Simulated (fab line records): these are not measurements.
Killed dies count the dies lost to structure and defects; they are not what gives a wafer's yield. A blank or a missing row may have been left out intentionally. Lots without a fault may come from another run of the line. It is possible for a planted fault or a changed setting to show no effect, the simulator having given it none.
Comparing a struck lot with a sound one	flow gf180mcu	16 steps out of a route of 602
Sound: wafers L836.3, L836.5, L836.6. Struck: wafers L848.3, L848.5, L848.6. The cause is given at the end.
At each step with rows: each side's tool, then ch and its chambers, then its first start. Under that, the readings that differ: sound wafers	struck wafers	difference of the means	sigmas: that difference in standard deviations of wafers without a fault.
alike: readings whose means differ by less than 2 such deviations, and words and numbers that are the same on both sides. not compared: withheld readings, readings that some wafer has no value for, bounds like >300 that may hide the same value, and numbers for which the record gives no deviation and whose values overlap.
The two part at a step that has a row with sigmas, a row that says differs or no value, or rows on one side only. Numbers that have no deviation but don't overlap get no sigmas and don't part them. A reading that every wafer of one side lacks parts them only if that side has two wafers or more.

GF_POLY_GATE_THK_MEAS_01:
  sound on film-metro-02, day 10 07:33; struck on film-metro-03, day 13 19:56
  alike: POLY_GATE_CVD_00_THK
then, 8 steps without rows for these wafers: GF_POLY_GATE_DEHYDRATE_02 (time 60 s); GF_POLY_GATE_HMDS_03 (prime time 60 s); GF_POLY_GATE_COAT_04; GF_POLY_GATE_COAT_05 (resist thk 700 nm); GF_POLY_GATE_SOFTBAKE_06 (time 60 s); GF_POLY_GATE_EXPOSE_07 (exposes mask Poly2, target cd 280 nm); GF_POLY_GATE_PEB_08 (peb time 90 s); GF_POLY_GATE_DEVELOP_09 (develop time 60 s).
GF_POLY_GATE_CD_MEAS_10 targets a cd of 280 nm.
  sound on cd-sem-02, day 11 02:15; struck on cd-sem-01, day 14 16:18
  alike: cd-nm
GF_POLY_GATE_OVL_MEAS_11:
  sound on overlay-02, day 11 02:20; struck on overlay-01, day 14 16:24
  alike: POLY_GATE_OVL
GF_POLY_GATE_ETCH_12: etches BARC in N2/H2.
  sound on rie-diel-04 ch 1,2,3, day 11 02:22; struck on rie-diel-03 ch 1,2,3, day 14 16:25
  alike: bias-w, chamber-pressure-mTorr, drypump-motor-current-A, oes-product-au, throttle-valve-pct
GF_POLY_GATE_ETCH_13: etches poly-Si in HBr/Cl2, stops on SiO2, target depth 198.5 nm, time 69.6 s.
  sound on rie-si-02 ch 0,1,3, day 11 02:25; struck on rie-si-01 ch 1,2,3, day 14 16:28
  no value came back on the struck wafers for any of 6 readings (HBr_flow_sccm (sccm), bias-w (W) and others); on the sound wafers HBr_flow_sccm (sccm) reads 149.7 150.0 149.4
  not compared: rf-hours-counter-h
GF_POLY_GATE_STRIP_14: strips in O2/N2.
  sound on plasma-asher-01 ch 0,1, day 11 02:31; struck on plasma-asher-01 ch 0,1, day 14 16:34
reading	sound	struck	difference	sigmas
oes-product-au (a.u.)	0.507 0.512 0.506	0.544 0.541 0.537	+0.032	+7
  alike: drypump-motor-current-A, heater-power-w
  not compared: rf-hours-counter-h
then, 1 step without rows for these wafers: GF_POLY_GATE_CLEAN_15 (cleans in SC1/SC2, time 150 s).
-- record jumps: 19 days separate the struck wafers' starts on either side; left off in module POLY_GATE, taken up again in module PASSIVATION, whose first shown step is the route's number 602 --
GF_PASSIVATION_PROBE_99:
  rows exist in the record for the struck wafers here (prober-02, day 34 01:04), but not for the sound ones

== WHERE THEY PART ==
Earliest at GF_POLY_GATE_ETCH_13; latest, in this record, at GF_PASSIVATION_PROBE_99.

WHY: what the simulator had put in
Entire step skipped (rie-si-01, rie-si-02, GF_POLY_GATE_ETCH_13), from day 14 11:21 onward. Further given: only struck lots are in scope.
